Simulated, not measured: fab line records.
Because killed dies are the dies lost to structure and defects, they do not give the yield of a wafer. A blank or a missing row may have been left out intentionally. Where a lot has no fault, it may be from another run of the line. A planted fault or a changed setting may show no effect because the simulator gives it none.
Which tool was responsible?    flow sky130    12 lots, 36 wafers sampled, at 4 steps of a route of 708

## WHAT THE GAUGES READ, wafer by wafer
SKY_SONOS_ONO_THK_MEAS_03. Usual: for SONOS_ONO_CVD_02_THK the level is 10.55 nm and the standard deviation is 0.13.
lot   measured      on             SONOS_ONO_CVD_02_THK (nm)  flag
L370  day 11 21:33  film metro-03  10.46 10.42 10.49          
L371  day 12 02:34  film metro-03  10.49 10.43 10.53          
L372  day 12 08:50  film metro-01  10.52 10.45 10.59          
L373  day 12 20:32  film metro-02  10.35 10.60 10.62          
L377  day 14 05:01  film metro-01  10.73 10.69 10.71          
L380  day 15 01:37  film metro-01  10.36 10.42 10.50          
L381  day 15 11:33  film metro-02  10.81 10.80 10.71          
L386  day 17 06:36  film metro-01  10.32 10.54 10.34          
L388  day 18 04:31  film metro-02  10.63 10.61 10.69          
L390  day 18 16:25  film metro-01  10.47 10.58 10.49          
L391  day 19 03:11  film metro-03  10.50 10.40 10.58          
L392  day 19 09:55  film metro-01  10.31 10.28 10.27          

SKY_LDD_HVP_TW_MEAS_10. Usual: for LDD_HVP_TW the level is 455 and the standard deviation is 4.2.
lot   measured      on             LDD_HVP_TW   flag
L370  day 21 23:43  film metro-04  458 459 459  
L371  day 22 05:20  film metro-03  459 458 461  
L372  day 22 13:31  film metro-04  456 456 458  
L373  day 23 02:34  film metro-01  453 449 449  
L377  day 24 15:25  film metro-04  457 455 456  
L380  day 25 18:32  film metro-04  457 458 462  
L381  day 25 23:01  film metro-03  461 459 460  
L386  day 27 18:07  film metro-01  448 450 447  
L388  day 28 14:10  film metro-03  459 460 459  
L390  day 29 06:35  film metro-01  452 453 449  
L391  day 29 13:37  film metro-01  453 452 452  
L392  day 29 20:22  film metro-03  458 461 459  

## EACH LOT AND THE TOOL THAT RAN IT (in order: tool; ch and the chambers of the sampled wafers; start)
lot   SKY_POLY_GATE_ETCH_16               SKY_LDD_HVN_STRIP_09
L370  rie diel-04 ch 0,2, day 16 17:22    plasma asher-03 ch 0, day 20 16:26
L371  rie diel-04 ch 1,2,3, day 16 22:59  plasma asher-03 ch 0, day 20 22:47
L372  rie diel-01 ch 1,2, day 17 06:29    plasma asher-02 ch 0,1, day 21 06:16
L373  rie diel-04 ch 0,3, day 17 20:40    plasma asher-02 ch 1, day 21 19:59
L377  rie diel-01 ch 1,2,3, day 19 09:37  plasma asher-01 ch 0,1, day 23 08:49
L380  rie diel-03 ch 0,1,3, day 20 12:43  plasma asher-03 ch 0,1, day 24 12:43
L381  rie diel-01 ch 0,1,2, day 20 19:01  plasma asher-03 ch 0,1, day 24 16:56
L386  rie diel-04 ch 2,3, day 22 16:20    plasma asher-01 ch 0,1, day 26 12:40
L388  rie diel-03 ch 2,3, day 23 14:23    plasma asher-02 ch 0,1, day 27 09:58
L390  rie diel-01 ch 0,2,3, day 24 06:16  plasma asher-01 ch 0,1, day 28 01:52
L391  rie diel-01 ch 0,2,3, day 24 15:04  plasma asher-01 ch 1, day 28 09:16
L392  rie diel-03 ch 1,3, day 24 21:19    plasma asher-03 ch 0,1, day 28 16:01
- SKY_POLY_GATE_ETCH_16: etches Si3N4 in CH3F/O2, stops on poly-Si, time 147.5 s, target depth 75 nm.
- SKY_LDD_HVN_STRIP_09: strips in O2/N2.

## AS READ BY THE TOOLS THEMSELVES (means over the sampled wafers that have a number; for cases with no such wafer, the mark the record gives instead)
SKY_POLY_GATE_ETCH_16. Usual: ch3f flow sccm 39.99 sccm, standard deviation 0.12; drypump motor current A 5.8 A, standard deviation 0.35; oes product au 0.641 a.u., standard deviation 0.005; throttle valve pct 10.536 %, standard deviation 0.0088.
lot   tool         ch3f flow sccm (sccm)  drypump motor current A (A)  oes product au (a.u.)  throttle valve pct (%)  flag
L370  rie diel-04  39.93                  5.9                          0.640                  10.536                  
L371  rie diel-04  40.05                  5.8                          0.641                  10.531                  
L372  rie diel-01  40.08                  6.2                          0.641                  10.536                  
L373  rie diel-04  39.97                  5.9                          0.639                  10.539                  
L377  rie diel-01  40.07                  5.9                          0.641                  10.531                  
L380  rie diel-03  40.09                  5.7                          0.638                  10.533                  
L381  rie diel-01  40.08                  6.0                          0.639                  10.536                  
L386  rie diel-04  39.93                  5.7                          0.643                  10.540                  
L388  rie diel-03  40.02                  5.5                          0.642                  10.544                  
L390  rie diel-01  39.93                  5.8                          0.645                  10.535                  
L391  rie diel-01  40.05                  5.8                          0.635                  10.541                  
L392  rie diel-03  39.98                  6.0                          0.643                  10.534                  

SKY_LDD_HVN_STRIP_09. Usual: drypump motor current A 5.6 A, standard deviation 0.34; n2 flow sccm 300.0 sccm, standard deviation 0.91; oes product au 0.409 a.u., standard deviation 0.0048; strip time to endpoint s 4.133 s, standard deviation 0.016.
lot   tool             drypump motor current A (A)  n2 flow sccm (sccm)  oes product au (a.u.)  strip time to endpoint s (s)  flag
L370  plasma asher-03  5.5                          299.3                0.409                  4.128                         
L371  plasma asher-03  5.5                          301.6                0.407                  4.158                         
L372  plasma asher-02  5.8                          299.0                0.405                  4.126                         
L373  plasma asher-02  5.7                          299.9                0.409                  4.109                         
L377  plasma asher-01  5.6                          300.3                0.407                  4.120                         
L380  plasma asher-03  5.6                          280.0                0.403                  4.142                         OFF
L381  plasma asher-03  5.5                          259.2                0.407                  4.136                         OFF
L386  plasma asher-01  5.3                          300.4                0.404                  4.144                         
L388  plasma asher-02  6.0                          300.5                0.411                  4.145                         
L390  plasma asher-01  5.6                          300.4                0.407                  4.127                         
L391  plasma asher-01  5.9                          300.5                0.407                  4.122                         
L392  plasma asher-03  5.6                          300.2                0.408                  4.135                         

## THE ANSWER, worked out from the rows above alone
Rule: a lot counts as off when the mean over its wafers that have a number is more than 3 standard deviations away from the usual mean. A lot without any number at a reading at which 4 lots or more have one is off too. Any other lot the step has rows for is counted as sound. After the gauges, taken in route order, come the tools' own readings; for these a lot's mean is taken, as printed above. The first step at which some lot is off is used, and at that step the reading that is off furthest; a lot without a number counts as furthest.
Off at SKY_LDD_HVN_STRIP_09 (n2 flow sccm): L380, L381.
A tool fits if, at that step or a process step before it, it ran every lot that is off, and no sound lot after the first of them. No candidate that was tried fits.

## WHAT THE SIMULATOR HAD INSERTED
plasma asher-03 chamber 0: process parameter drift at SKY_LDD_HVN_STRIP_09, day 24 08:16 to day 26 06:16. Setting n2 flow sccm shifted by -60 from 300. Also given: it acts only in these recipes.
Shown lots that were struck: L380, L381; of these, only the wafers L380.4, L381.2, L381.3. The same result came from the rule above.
